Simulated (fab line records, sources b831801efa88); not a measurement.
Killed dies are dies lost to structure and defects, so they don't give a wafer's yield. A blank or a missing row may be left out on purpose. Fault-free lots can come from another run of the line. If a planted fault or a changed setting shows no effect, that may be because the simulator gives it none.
Shared-tool check || flow gf180mcu || 13 lots, 39 wafers sampled

== THE REASON FOR OPENING IT ==
Of 13 lots, 2 have the reading PASSIVATION_CVD_00_THK flagged at GF_PASSIVATION_THK_MEAS_01. Wafers without a fault read 999 nm, standard deviation 15.
Rule: a lot gets a flag if all its wafers with a number sit over 4 standard deviations from that mean, or if no wafer of it has a number. The other lots count as sound.

{"lot": "L597", "measured": "day 28 03:17", "on": "film_metro-02", "PASSIVATION_CVD_00_THK (nm), wafer by wafer": "987 1010 1006", "flag": ""}
{"lot": "L598", "measured": "day 28 11:50", "on": "film_metro-03", "PASSIVATION_CVD_00_THK (nm), wafer by wafer": "993 1018 1009", "flag": ""}
{"lot": "L599", "measured": "day 28 20:54", "on": "film_metro-02", "PASSIVATION_CVD_00_THK (nm), wafer by wafer": "986 1002 987", "flag": ""}
{"lot": "L600", "measured": "day 29 04:24", "on": "film_metro-03", "PASSIVATION_CVD_00_THK (nm), wafer by wafer": "978 976 983", "flag": ""}
{"lot": "L601", "measured": "day 29 12:10", "on": "film_metro-02", "PASSIVATION_CVD_00_THK (nm), wafer by wafer": "988 1020 995", "flag": ""}
{"lot": "L604", "measured": "day 30 16:21", "on": "film_metro-02", "PASSIVATION_CVD_00_THK (nm), wafer by wafer": "1015 1019 1034", "flag": ""}
{"lot": "L609", "measured": "day 31 21:45", "on": "film_metro-02", "PASSIVATION_CVD_00_THK (nm), wafer by wafer": "507 502 514", "flag": "FLAGGED"}
{"lot": "L610", "measured": "day 32 00:13", "on": "film_metro-02", "PASSIVATION_CVD_00_THK (nm), wafer by wafer": "517 529 542", "flag": "FLAGGED"}
{"lot": "L616", "measured": "day 33 10:49", "on": "film_metro-02", "PASSIVATION_CVD_00_THK (nm), wafer by wafer": "996 1002 1009", "flag": ""}
{"lot": "L617", "measured": "day 33 19:30", "on": "film_metro-02", "PASSIVATION_CVD_00_THK (nm), wafer by wafer": "995 1004 993", "flag": ""}
{"lot": "L618", "measured": "day 34 03:52", "on": "film_metro-03", "PASSIVATION_CVD_00_THK (nm), wafer by wafer": "989 994 1003", "flag": ""}
{"lot": "L619", "measured": "day 34 04:20", "on": "film_metro-02", "PASSIVATION_CVD_00_THK (nm), wafer by wafer": "989 1001 999", "flag": ""}
{"lot": "L620", "measured": "day 34 09:09", "on": "film_metro-03", "PASSIVATION_CVD_00_THK (nm), wafer by wafer": "997 990 1012", "flag": ""}
Average over the flagged lots: 518 nm; offset from the usual -480 nm, equal to -32 standard deviations.

== TOOL THAT RAN EACH LOT ==
The record holds 1 process step before the reading, out of a route of 602 steps. Cell contents, in order: the tool; ch with the chambers the sampled wafers went through; the start.
{"lot": "L597", "flag": "", "GF_PASSIVATION_CVD_00": "pecvd-04 ch 0,2, day 28 03:11"}
{"lot": "L598", "flag": "", "GF_PASSIVATION_CVD_00": "pecvd-01 ch 0,1,2, day 28 11:46"}
{"lot": "L599", "flag": "", "GF_PASSIVATION_CVD_00": "pecvd-03 ch 0,1, day 28 20:46"}
{"lot": "L600", "flag": "", "GF_PASSIVATION_CVD_00": "pecvd-04 ch 0,1,2, day 29 04:19"}
{"lot": "L601", "flag": "", "GF_PASSIVATION_CVD_00": "pecvd-03 ch 0,1,2, day 29 12:04"}
{"lot": "L604", "flag": "", "GF_PASSIVATION_CVD_00": "pecvd-01 ch 0,1, day 30 16:16"}
{"lot": "L609", "flag": "FLAGGED", "GF_PASSIVATION_CVD_00": "pecvd-04 ch 1,2, day 31 21:37"}
{"lot": "L610", "flag": "FLAGGED", "GF_PASSIVATION_CVD_00": "pecvd-04 ch 0,2, day 32 00:07"}
{"lot": "L616", "flag": "", "GF_PASSIVATION_CVD_00": "pecvd-01 ch 0,1, day 33 10:43"}
{"lot": "L617", "flag": "", "GF_PASSIVATION_CVD_00": "pecvd-03 ch 0,2, day 33 19:25"}
{"lot": "L618", "flag": "", "GF_PASSIVATION_CVD_00": "pecvd-01 ch 0,1,2, day 34 03:46"}
{"lot": "L619", "flag": "", "GF_PASSIVATION_CVD_00": "pecvd-03 ch 0,1,2, day 34 04:14"}
{"lot": "L620", "flag": "", "GF_PASSIVATION_CVD_00": "pecvd-01 ch 0,1,2, day 34 09:04"}
What the steps here do:
- GF_PASSIVATION_CVD_00: deposits SiO2 from TEOS, target thk 1000 nm, time 111.95 s.
- GF_PASSIVATION_THK_MEAS_01

== FLAGGED OVER TOTAL, TOOL BY TOOL (the gauges that took the reading come last) ==
{"step": "GF_PASSIVATION_CVD_00", "tool": "pecvd-01", "lots run": 5, "flagged": 0, "share of the flagged lots": "none", "sound lots run after its first flagged lot": "-"}
{"step": "GF_PASSIVATION_CVD_00", "tool": "pecvd-03", "lots run": 4, "flagged": 0, "share of the flagged lots": "none", "sound lots run after its first flagged lot": "-"}
{"step": "GF_PASSIVATION_CVD_00", "tool": "pecvd-04", "lots run": 4, "flagged": 2, "share of the flagged lots": "all", "sound lots run after its first flagged lot": 0}
{"step": "GF_PASSIVATION_THK_MEAS_01", "tool": "film_metro-02", "lots run": 9, "flagged": 2, "share of the flagged lots": "all", "sound lots run after its first flagged lot": "3 (L616,L617,L619)"}
{"step": "GF_PASSIVATION_THK_MEAS_01", "tool": "film_metro-03", "lots run": 4, "flagged": 0, "share of the flagged lots": "none", "sound lots run after its first flagged lot": "-"}

== THE TABLE: WHAT IT ALLOWS ==
Table rows that saw every flagged lot: 2, namely pecvd-04 at GF_PASSIVATION_CVD_00 and film_metro-02 at GF_PASSIVATION_THK_MEAS_01.
- pecvd-04 at GF_PASSIVATION_CVD_00 ran 4 lots, 2 of them flagged. Its last sound lot is L600 (day 29 04:19), its first flagged lot L609 (day 31 21:37): a fault that began between those two fits.
- film_metro-02 at GF_PASSIVATION_THK_MEAS_01 ran 9 lots, 2 of them flagged. Sound lots ran on it after the first flagged one (L616, L617, L619), which a lasting fault on the whole tool wouldn't allow.
pecvd-04 at GF_PASSIVATION_CVD_00 is the single tool remaining.

== WHAT THE SIMULATOR HAD PUT IN ==
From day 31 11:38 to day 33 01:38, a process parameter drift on pecvd-04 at GF_PASSIVATION_CVD_00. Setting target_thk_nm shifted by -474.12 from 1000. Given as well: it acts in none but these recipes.
Shown lots that were struck: L609, L610. This agrees with what the rule above found.
